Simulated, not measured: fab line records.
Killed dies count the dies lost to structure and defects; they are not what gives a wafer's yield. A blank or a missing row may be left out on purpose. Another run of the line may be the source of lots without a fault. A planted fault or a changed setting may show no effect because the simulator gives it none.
A struck lot beside a sound one || flow sfq line || 14 steps out of a route of 325
Sound: wafers L815.4, L815.5, L815.6. Wafers L830.1, L830.5, L830.6 were the ones struck. Last of all comes the cause.
Order at every step that has rows: each side's tool, ch and its chambers, its first start. Under that, the readings that differ: sound wafers || struck wafers || difference of the means || sigmas: that difference in standard deviations of wafers without a fault.
alike: a reading whose means differ by less than 2 such deviations, as well as words and numbers matching on both sides. not compared: withheld readings; readings where some wafer has no value; bounds like >300 that might hide an equal value; numbers whose values overlap and for which the record gives no deviation.
The two part at a step that has a row with sigmas, a row that says differs or no value, or rows on one side only. Numbers that have no deviation but don't overlap get no sigmas and don't part them. A reading that every wafer of one side lacks parts them only if that side has two wafers or more.

SFQ_TRILAYER_M2_BARC_OPEN_METAL_ETCH_077: etches BARC in O2, target depth 125 nm, time 41.7 s.
  sound on rie metal-04 ch 0,1, day 37 06:44; struck on rie metal-04 ch 0, day 44 19:42
  alike: drypump motor current A, oes product au
  not compared: rf hours counter h
SFQ_TRILAYER_M2_ETCH_METAL_ETCH_060: etches Nb in Cl2/Ar, stops on SiO2, target depth 240 nm, time 120 s.
  sound on rie metal-04 ch 0,1, day 37 06:50; struck on rie metal-04 ch 0, day 44 19:49
  alike: drypump motor current A, oes product au
  not compared: rf hours counter h
SFQ_TRILAYER_M2_STRIP_STRIP_061: strips in O2.
  sound on rie metal-04 ch 0,1, day 37 07:07; struck on rie metal-04 ch 0, day 44 20:04
  alike: drypump motor current A, oes product au
  not compared: rf hours counter h
then, 1 step without rows for these wafers: SFQ_TRILAYER_M2_STRIP_SOLV_CLEAN_062 (cleans in NMP, time 600 s).
SFQ_TRILAYER_I2_DEP_PECVD_063: deposits SiO2 from SiH4/N2O, time 111.11 s, target thk 500 nm.
  sound on pecvd-01 ch 0,2, day 37 07:43; struck on pecvd-03 ch 1,2, day 44 21:27
  alike: heater power w, showerhead vpp V, throttle valve pct
  not compared: since wet clean h
SFQ_TRILAYER_I2_CMP_CMP_064: polishes SiO2.
  sound on cmp-02 ch 0,1,2, day 37 08:48; struck on cmp-01 ch 0,1,2, day 44 22:32
  alike: motor current A, slurry flow ml min, time to endpoint s
SFQ_I2_BOW_MEAS_917:
  struck on film metro-02, day 45 00:32; sound on film metro-01, day 37 10:52
  alike: I2_BOW
then, 5 steps without rows for these wafers: SFQ_TRILAYER_I2_METRO_MEASURE_065; SFQ_TRILAYER_I2_VIA_LITHO_COAT_072 (resist thk 62 nm); SFQ_TRILAYER_I2_VIA_LITHO_COAT_067 (resist thk 650 nm); SFQ_TRILAYER_I2_VIA_LITHO_SOFTBAKE_071; SFQ_TRILAYER_I2_VIA_LITHO_EXPOSE_068 (exposes mask I2, target cd 500 nm).
-- the record jumps here: 6 days lie between the struck wafers' starts before and after --
SFQ_TRILAYER_I2_VIA_LITHO_PEB_070: peb time 60 s.
  sound on litho track-01 ch 0, day 44 05:15; struck on litho track-04 ch 0, day 51 03:20
{"reading": "heater power total W (W)", "sound": "79.26 79.17 79.19", "struck": "77.55 77.65 77.68", "difference": -1.58, "sigmas": -24}
{"reading": "plate temp C (C)", "sound": "114.88 114.97 114.93", "struck": "113.18 113.23 113.36", "difference": -1.67, "sigmas": -12}
then, 1 step without rows for these wafers: SFQ_TRILAYER_I2_VIA_LITHO_DEVELOP_069 (time 60 s).

WHERE THEY PART
SFQ_TRILAYER_I2_VIA_LITHO_PEB_070 only, going by this record.

WHY: whatever the simulator had introduced
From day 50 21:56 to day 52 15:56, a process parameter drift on litho track-04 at SFQ_TRILAYER_I2_VIA_LITHO_PEB_070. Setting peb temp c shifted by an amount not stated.
